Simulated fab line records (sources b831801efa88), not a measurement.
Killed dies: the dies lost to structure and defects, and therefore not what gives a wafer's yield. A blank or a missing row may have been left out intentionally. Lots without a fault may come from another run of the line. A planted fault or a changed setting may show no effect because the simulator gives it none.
A lot that was struck, set against a sound lot    flow sky130    15 out of 708 route steps
Sound: the wafers L625.2, L625.3, L625.6. Wafers struck: L630.2, L630.4, L630.6. The cause is named last.
At each step with rows: each side's tool, then ch and its chambers, then its first start. Under that, the readings that differ: sound wafers    struck wafers    difference of the means    sigmas: that difference in standard deviations of wafers without a fault.
alike: words and numbers the same on both sides, and readings whose means are apart by under 2 such deviations; not compared: readings that were withheld, readings missing a value for some wafer, numbers with overlapping values and no deviation given by the record, and bounds like >300 which may hide the same value.
The two part at a step that has a row with sigmas, a row that says differs or no value, or rows on one side only. When numbers do not overlap yet have no deviation, they are printed without sigmas and do not part them. A reading missing from all wafers of one side parts the sides only when that side holds two or more wafers.

first, 7 steps without rows for these wafers: SKY_LDD_LDN_DEHYDRATE_00 (time 60 s); SKY_LDD_LDN_HMDS_01 (prime time 60 s); SKY_LDD_LDN_COAT_02 (resist thk 1140 nm); SKY_LDD_LDN_SOFTBAKE_03 (time 60 s); SKY_LDD_LDN_EXPOSE_04 (exposes mask LDNTM, target cd 700 nm); SKY_LDD_LDN_PEB_05; SKY_LDD_LDN_DEVELOP_06 (develop time 60 s).
SKY_LDD_LDN_OVL_MEAS_07:
  sound: overlay-01 at day 24 09:58; struck: overlay-01 at day 26 15:10
  alike: LDD_LDN_OVL
then, 4 steps without rows for these wafers: SKY_LDD_LDN_IMPLANT_08; SKY_LDD_LDN_IMPLANT_09; SKY_LDD_LDN_IMPLANT_10; SKY_LDD_LDN_IMPLANT_11.
SKY_LDD_LDN_STRIP_12: strips in O2/N2.
  sound on plasma-asher-04 ch 0, day 24 10:35; struck on plasma-asher-01 ch 0,1, day 26 15:47
reading                                       sound              struck             difference                     sigmas
oes-product-au (a.u.)                         0.717 0.717 0.715  0.948 0.947 0.954  +0.233                         +58
strip-time-to-endpoint-s (s)                  14.16 14.15 14.10  - - -              no value on the struck wafers  
model.NOVOLAK_of_LDD_LDN_COAT_02.thk-nm (nm)  0 0 0              228.3 228.5 227.9  +228.2                         
  alike: drypump-motor-current-A, o2-flow-sccm
  not compared: rf-hours-counter-h
SKY_LDD_LDN_TW_MEAS_13:
  sound: film-metro-04 at day 24 10:42; struck: film-metro-04 at day 26 15:54
  alike: LDD_LDN_TW
-- here the record skips 22 days between the struck wafers' starts before and after, leaving off in module LDD_LDN and picking up in module PAD_OPEN (first step shown: number 708 of the route) --
SKY_PAD_OPEN_PROBE_99:
  sound: prober-02 at day 46 18:25; struck: prober-02 at day 48 14:10
reading              sound     struck                                                                difference                    sigmas
hold                 - - -     await-dispo/1.5h/scrap await-dispo/1.5h/scrap await-dispo/1.5h/scrap  no value on the sound wafers  
killed-at-front-end  18 9 12   420 409 433                                                           +408                          +91
killed-dies          91 96 99  492 492 492                                                           +397                          +44
killed-on-rim        15 16 17  96 96 96                                                              +80                           +22
  alike: killed_at_M0_to_M3, killed_at_M4_up, killed-at-contacts, killed-at-other, killed-open, killed-short

== WHERE THEY PART ==
Last at SKY_PAD_OPEN_PROBE_99 as far as this record goes, first at SKY_LDD_LDN_STRIP_12.

WHY: the cause the simulator had injected
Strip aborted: plasma-asher-01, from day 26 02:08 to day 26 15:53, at SKY_LDD_LDN_STRIP_12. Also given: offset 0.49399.
